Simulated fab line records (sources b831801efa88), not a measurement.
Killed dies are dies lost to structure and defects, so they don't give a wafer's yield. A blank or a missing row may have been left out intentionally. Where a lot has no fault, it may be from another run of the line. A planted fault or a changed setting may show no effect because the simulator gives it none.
Which tool was responsible? :: flow sky130 :: 36 wafers from 12 lots sampled at 3 of the route's 708 steps

WHAT EACH GAUGE READ, for each wafer
SKY_CAPM_OVL_MEAS_12. Usual: CAPM_OVL gives 0.0 nm (standard deviation 1.3).
lot: L505
measured: day 38 07:10
on: overlay-01
CAPM_OVL (nm): -0.1 -1.0 0.4
flag: 

lot: L507
measured: day 38 15:14
on: overlay-01
CAPM_OVL (nm): 0.7 0.8 0.6
flag: 

lot: L509
measured: day 39 09:22
on: overlay-02
CAPM_OVL (nm): -1.7 -1.2 0.1
flag: 

lot: L510
measured: day 39 10:22
on: overlay-02
CAPM_OVL (nm): -0.2 2.4 1.6
flag: 

lot: L511
measured: day 39 22:40
on: overlay-02
CAPM_OVL (nm): 1.0 -0.3 0.3
flag: 

lot: L513
measured: day 40 10:55
on: overlay-01
CAPM_OVL (nm): -0.9 -0.9 -1.5
flag: 

lot: L514
measured: day 40 19:28
on: overlay-02
CAPM_OVL (nm): 0.2 0.4 -0.1
flag: 

lot: L516
measured: day 41 10:04
on: overlay-02
CAPM_OVL (nm): -0.8 0.8 -0.9
flag: 

lot: L520
measured: day 42 13:25
on: overlay-02
CAPM_OVL (nm): 1.6 1.5 0.6
flag: 

lot: L523
measured: day 43 01:10
on: overlay-01
CAPM_OVL (nm): 0.4 2.0 3.3
flag: 

lot: L524
measured: day 43 08:43
on: overlay-01
CAPM_OVL (nm): -1.4 -1.3 -2.0
flag: 

lot: L526
measured: day 43 18:56
on: overlay-01
CAPM_OVL (nm): 0.7 0.1 2.3
flag: 

WHICH TOOL RAN EACH LOT (tool, then ch and the chambers of the sampled wafers, then the start)
lot: L505
SKY_VIA2_ETCH_14: rieDiel-03 ch 0,2,3, day 37 04:17
SKY_METAL3_SPUTTER_04: pvdSputter-02, day 37 05:47

lot: L507
SKY_VIA2_ETCH_14: rieDiel-02 ch 1,2,3, day 37 12:07
SKY_METAL3_SPUTTER_04: pvdSputter-04, day 37 13:56

lot: L509
SKY_VIA2_ETCH_14: rieDiel-03 ch 1,2, day 38 06:17
SKY_METAL3_SPUTTER_04: pvdSputter-02, day 38 07:47

lot: L510
SKY_VIA2_ETCH_14: rieDiel-02 ch 0,1,3, day 38 08:16
SKY_METAL3_SPUTTER_04: pvdSputter-01, day 38 09:44

lot: L511
SKY_VIA2_ETCH_14: rieDiel-02 ch 1,2,3, day 38 20:14
SKY_METAL3_SPUTTER_04: pvdSputter-02, day 38 21:42

lot: L513
SKY_VIA2_ETCH_14: rieDiel-02 ch 0,1,3, day 39 07:34
SKY_METAL3_SPUTTER_04: pvdSputter-04, day 39 09:03

lot: L514
SKY_VIA2_ETCH_14: rieDiel-04 ch 2,3, day 39 15:43
SKY_METAL3_SPUTTER_04: pvdSputter-04, day 39 17:14

lot: L516
SKY_VIA2_ETCH_14: rieDiel-03 ch 1,2, day 40 07:20
SKY_METAL3_SPUTTER_04: pvdSputter-02, day 40 08:55

lot: L520
SKY_VIA2_ETCH_14: rieDiel-02 ch 2,3, day 41 11:44
SKY_METAL3_SPUTTER_04: pvdSputter-04, day 41 13:14

lot: L523
SKY_VIA2_ETCH_14: rieDiel-04 ch 1,2,3, day 42 01:01
SKY_METAL3_SPUTTER_04: pvdSputter-02, day 42 02:29

lot: L524
SKY_VIA2_ETCH_14: rieDiel-03 ch 0,3, day 42 08:17
SKY_METAL3_SPUTTER_04: pvdSputter-02, day 42 09:45

lot: L526
SKY_VIA2_ETCH_14: rieDiel-03 ch 2,3, day 42 18:49
SKY_METAL3_SPUTTER_04: pvdSputter-04, day 42 20:18
- SKY_VIA2_ETCH_14: etches BARC in N2/H2, stops on SiO2, time 45.9 s, target depth 60 nm.
- SKY_METAL3_SPUTTER_04: material TiN, target thk 70 nm, time 58.3 s.

WHAT THE TOOLS THEMSELVES READ (means of the sampled wafers that have a number; where no wafer has one, the mark that the record gives instead)
SKY_VIA2_ETCH_14. Usual: drypumpMotorCurrentA 5.8 A, standard deviation 0.39; oesProductAu 0.854 a.u., standard deviation 0.0049; throttleValvePct 13.224 %, standard deviation 0.0097.
lot: L505
tool: rieDiel-03
drypumpMotorCurrentA (A): 5.6
oesProductAu (a.u.): 0.854
throttleValvePct (%): 13.227
flag: 

lot: L507
tool: rieDiel-02
drypumpMotorCurrentA (A): 6.0
oesProductAu (a.u.): 0.860
throttleValvePct (%): 13.227
flag: 

lot: L509
tool: rieDiel-03
drypumpMotorCurrentA (A): 5.7
oesProductAu (a.u.): 0.849
throttleValvePct (%): 13.235
flag: 

lot: L510
tool: rieDiel-02
drypumpMotorCurrentA (A): 5.6
oesProductAu (a.u.): 0.851
throttleValvePct (%): 13.227
flag: 

lot: L511
tool: rieDiel-02
drypumpMotorCurrentA (A): 6.1
oesProductAu (a.u.): 0.861
throttleValvePct (%): 13.236
flag: 

lot: L513
tool: rieDiel-02
drypumpMotorCurrentA (A): 5.6
oesProductAu (a.u.): 0.854
throttleValvePct (%): 13.216
flag: 

lot: L514
tool: rieDiel-04
drypumpMotorCurrentA (A): 6.1
oesProductAu (a.u.): 0.856
throttleValvePct (%): 13.216
flag: 

lot: L516
tool: rieDiel-03
drypumpMotorCurrentA (A): 5.7
oesProductAu (a.u.): 0.852
throttleValvePct (%): 13.222
flag: 

lot: L520
tool: rieDiel-02
drypumpMotorCurrentA (A): 6.1
oesProductAu (a.u.): 0.855
throttleValvePct (%): 13.223
flag: 

lot: L523
tool: rieDiel-04
drypumpMotorCurrentA (A): 5.9
oesProductAu (a.u.): 0.854
throttleValvePct (%): 13.223
flag: 

lot: L524
tool: rieDiel-03
drypumpMotorCurrentA (A): 5.8
oesProductAu (a.u.): 0.849
throttleValvePct (%): 13.219
flag: 

lot: L526
tool: rieDiel-03
drypumpMotorCurrentA (A): 5.6
oesProductAu (a.u.): 0.854
throttleValvePct (%): 13.225
flag: 

SKY_METAL3_SPUTTER_04. Usual: throttleValvePct at 30.0 %, with a standard deviation of 1.
lot: L505
tool: pvdSputter-02
throttleValvePct (%): 29.8
flag: 

lot: L507
tool: pvdSputter-04
throttleValvePct (%): 30.0
flag: 

lot: L509
tool: pvdSputter-02
throttleValvePct (%): 29.3
flag: 

lot: L510
tool: pvdSputter-01
throttleValvePct (%): 30.5
flag: 

lot: L511
tool: pvdSputter-02
throttleValvePct (%): 29.1
flag: 

lot: L513
tool: pvdSputter-04
throttleValvePct (%): 29.6
flag: 

lot: L514
tool: pvdSputter-04
throttleValvePct (%): 30.1
flag: 

lot: L516
tool: pvdSputter-02
throttleValvePct (%): 29.9
flag: 

lot: L520
tool: pvdSputter-04
throttleValvePct (%): 29.9
flag: 

lot: L523
tool: pvdSputter-02
throttleValvePct (%): 29.3
flag: 

lot: L524
tool: pvdSputter-02
throttleValvePct (%): 29.8
flag: 

lot: L526
tool: pvdSputter-04
throttleValvePct (%): 30.5
flag: 

THE ANSWER, worked out from the rows above alone
Rule: a lot counts as off when the mean over its wafers that have a number is more than 3 standard deviations away from the usual mean. A lot without any number at a reading at which 4 lots or more have one is off too. Any other lot the step has rows for is counted as sound. After the gauges, taken in route order, come the tools' own readings; for these a lot's mean is taken, as printed above. The first step at which some lot is off is used, and at that step the reading that is off furthest; a lot without a number counts as furthest.
Across all readings shown, no lot is off: no conclusion can be drawn from this.

WHAT THE SIMULATOR HAD INSERTED
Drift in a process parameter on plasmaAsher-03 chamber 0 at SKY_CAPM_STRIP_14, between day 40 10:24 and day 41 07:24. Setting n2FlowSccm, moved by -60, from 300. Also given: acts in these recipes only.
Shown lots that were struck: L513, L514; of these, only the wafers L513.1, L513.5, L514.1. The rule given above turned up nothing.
